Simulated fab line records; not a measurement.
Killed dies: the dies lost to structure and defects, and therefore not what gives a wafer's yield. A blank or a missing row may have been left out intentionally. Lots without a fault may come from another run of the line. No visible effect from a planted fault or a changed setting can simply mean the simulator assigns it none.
Code-filled problem report in 8D (eight disciplines) form -- flow sfq line -- the parts of the form that need people (team, actions taken, sign-off) are left out

1. PROBLEM STATEMENT
Wafers without a fault read 2999.9 rpm, standard deviation 2.1; spin speed rpm at SFQ_TRILAYER_I5_LITHO_COAT_144 reads a mean of 2793.0 rpm on 9 wafers belonging to 3 lots. Relative to the usual mean, that is a shift of -99 standard deviations.
The step: resist thk 650 nm.
First observed at day 75 17:22: wafer L737.3, on litho track-04. Wafers with a number at this step in the record: 21, from 7 lots. The rule behind "out" and "out of limits": a value lying over 4 standard deviations away from the usual mean. Any other wafer with a number is counted as sound.

2. WHAT IT IS; WHAT IT IS NOT
question,is,is not
which readings at this step,spin speed rpm,-
which lots,"L737, L739, L744","L725, L730, L738, L743"
which wafers of those lots,all that have a number,-
read on which tools,litho track-04,"litho track-02, litho track-03"
when,from day 75 17:22,"up to then (6 sound wafers); but 6 sound wafers of L738, L743 came after"

3. SUSPECTS, AND WHAT RULES EACH OUT
Counting: a tool at a process step up to the reading stays a suspect if it ran every lot that is out and no sound lot after the first of them.
- litho track-04 at SFQ_TRILAYER_I5_LITHO_COAT_144 (resist thk 650 nm): kept. It processed each lot that is out, first L737 at day 75 17:22, and no sound lot thereafter; up to then, the last sound lot it processed was L725 at day 70 13:44. Out on those wafers are its own readings of spin speed rpm.
Remaining after the count: litho track-04 at SFQ_TRILAYER_I5_LITHO_COAT_144.

4. THE CAUSE (what the simulator had put in)
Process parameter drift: litho track-04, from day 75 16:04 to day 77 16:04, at SFQ_TRILAYER_I5_LITHO_COAT_144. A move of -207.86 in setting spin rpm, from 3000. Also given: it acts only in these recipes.
This tool alone remained once counting was done.

5. SEQUENCE OF EFFECTS, ordered by route
Rows list readings where the struck wafers' mean (over those with a number) sits beyond 3 standard deviations from the usual. Only readings for which the record gives a usual standard deviation are gone through. hours: the time from each lot's start at the first step in this table that gives one to its start at this step, as a median over the lots. sigmas: the change in usual standard deviations.
hours,step,reading,usual,on struck wafers,change,sigmas
0,SFQ_TRILAYER_I5_LITHO_COAT_144,spin speed rpm,2999.9 rpm,2793.0,-206.9,-99
Here are the process steps it includes:
- SFQ_TRILAYER_I5_LITHO_COAT_144: resist thk 650 nm.
At these later measuring or inspecting steps, every struck wafer for which the step has a row has a number for every such reading, and none has moved that far: SFQ_I5_OVL_MEAS_936.

6. WHAT WOULD HAVE CAUGHT IT SOONER
In this record the first reading out of limits was taken at day 75 17:22, 1 hour after the fault began at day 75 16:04.
